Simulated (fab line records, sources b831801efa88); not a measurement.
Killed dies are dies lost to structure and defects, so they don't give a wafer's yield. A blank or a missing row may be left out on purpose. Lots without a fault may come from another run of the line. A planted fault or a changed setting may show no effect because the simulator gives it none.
A struck lot beside a sound one | flow sky130 | 22 steps out of a route of 708
Sound: wafers L765.1, L765.4, L765.6. Struck: wafers L774.2, L774.3, L774.6. The cause comes at the end.
At each step with rows: each side's tool, then ch and its chambers, then its first start. Under that, the readings that differ: sound wafers | struck wafers | difference of the means | sigmas: that difference in standard deviations of wafers without a fault.
alike: readings whose means differ by less than 2 such deviations, and words and numbers that are the same on both sides. not compared: withheld readings, readings that some wafer has no value for, bounds like >300 that may hide the same value, and numbers for which the record gives no deviation and whose values overlap.
The two part at a step that has a row with sigmas, a row that says differs or no value, or rows on one side only. Numbers that don't overlap but have no deviation are shown without sigmas and don't part them. A reading that every wafer of one side lacks parts them only if that side has two wafers or more.

SKY_METAL3_SPUTTER_00: material Ti, target thk 15 nm, time 10 s.
  sound on pvd_sputter-04, day 38 03:56; struck on pvd_sputter-01, day 40 00:59
  alike: throttle_valve_pct
then, 1 step without rows for these wafers: SKY_METAL3_SPUTTER_01 (material TiN, target thk 20 nm, time 16.7 s).
SKY_METAL3_SPUTTER_02: material AlCu, target thk 735 nm, time 39.1 s.
  sound on pvd_sputter-04, day 38 03:59; struck on pvd_sputter-01, day 40 01:02
  alike: throttle_valve_pct
SKY_METAL3_SPUTTER_03: material Ti, target thk 5 nm, time 3.3 s.
  sound on pvd_sputter-04, day 38 04:02; struck on pvd_sputter-01, day 40 01:05
  alike: throttle_valve_pct
then, 1 step without rows for these wafers: SKY_METAL3_SPUTTER_04 (material TiN, target thk 70 nm, time 58.3 s).
SKY_CAPM_CVD_00: deposits SiO2, target thk 15.5 nm.
  sound on pecvd-03 ch 0,1,2, day 38 04:06; struck on pecvd-03 ch 0,1,2, day 40 01:08
  alike: heater_power_w, rf_fwd_power_W
SKY_CAPM_THK_MEAS_01:
  sound on film_metro-03, day 38 04:07; struck on film_metro-02, day 40 01:10
  alike: CAPM_CVD_00_THK
SKY_CAPM_SPUTTER_02: material TiN, target thk 200 nm, time 166.7 s.
  sound on pvd_sputter-01, day 38 04:11; struck on pvd_sputter-03, day 40 01:13
  alike: throttle_valve_pct
SKY_CAPM_RS_MEAS_03: measures by four-point-probe.
  sound on film_metro-02, day 38 04:17; struck on film_metro-03, day 40 01:21
  alike: CAPM_TIN_RS
SKY_CAPM_THK_MEAS_04: measures by xrf.
  sound on film_metro-02, day 38 04:25; struck on film_metro-03, day 40 01:28
  alike: CAPM_TIN_THK
then, 2 steps without rows for these wafers: SKY_CAPM_DEHYDRATE_05 (time 60 s); SKY_CAPM_HMDS_06 (prime time 60 s).
SKY_CAPM_COAT_07: resist thk 1140 nm.
  sound on litho_track-04 ch 0, day 38 16:37; struck on litho_track-04 ch 0, day 40 12:47
  reading                                   | sound          | struck         | difference | sigmas
  model.NOVOLAK_of_CAPM_COAT_07.thk_nm (nm) | 1143 1144 1142 | 1155 1154 1156 | +12        |
then, 4 steps without rows for these wafers: SKY_CAPM_SOFTBAKE_08 (time 60 s); SKY_CAPM_EXPOSE_09 (exposes mask CAPM, target cd 1000 nm); SKY_CAPM_PEB_10; SKY_CAPM_DEVELOP_11 (develop time 60 s).
SKY_CAPM_OVL_MEAS_12:
  sound on overlay-01, day 39 05:01; struck on overlay-01, day 41 01:28
  alike: CAPM_OVL
SKY_CAPM_METAL_ETCH_13: etches TiN in Cl2/BCl3, stops on SiO2, target depth 220 nm, time 62.9 s.
  sound on rie_metal-02 ch 0, day 39 05:02; struck on rie_metal-04 ch 1, day 41 01:30
  reading                                   | sound           | struck         | difference | sigmas
  model.NOVOLAK_of_CAPM_COAT_07.thk_nm (nm) | 994 996.3 993.5 | 1008 1009 1009 | +14        |
  alike: drypump_motor_current_A, oes_product_au, rf_fwd_power_W, throttle_valve_pct
  not compared: rf_hours_counter_h
SKY_CAPM_STRIP_14: strips in O2/N2.
  sound on plasma_asher-01 ch 1, day 39 05:07; struck on plasma_asher-03 ch 0,1, day 41 01:34
  reading                      | sound             | struck            | difference | sigmas
  strip_time_to_endpoint_s (s) | 12.67 12.68 12.66 | 12.82 12.83 12.82 | +0.15      | +3
  alike: drypump_motor_current_A, oes_product_au
  not compared: rf_hours_counter_h
then, 2 steps without rows for these wafers: SKY_CAPM_STRIP_15 (strips in post etch residue remover, time 1200 s); SKY_PAD_OPEN_PROBE_99.

WHERE THEY PART
Only at SKY_CAPM_STRIP_14, within this record.

WHY: what the simulator had put in
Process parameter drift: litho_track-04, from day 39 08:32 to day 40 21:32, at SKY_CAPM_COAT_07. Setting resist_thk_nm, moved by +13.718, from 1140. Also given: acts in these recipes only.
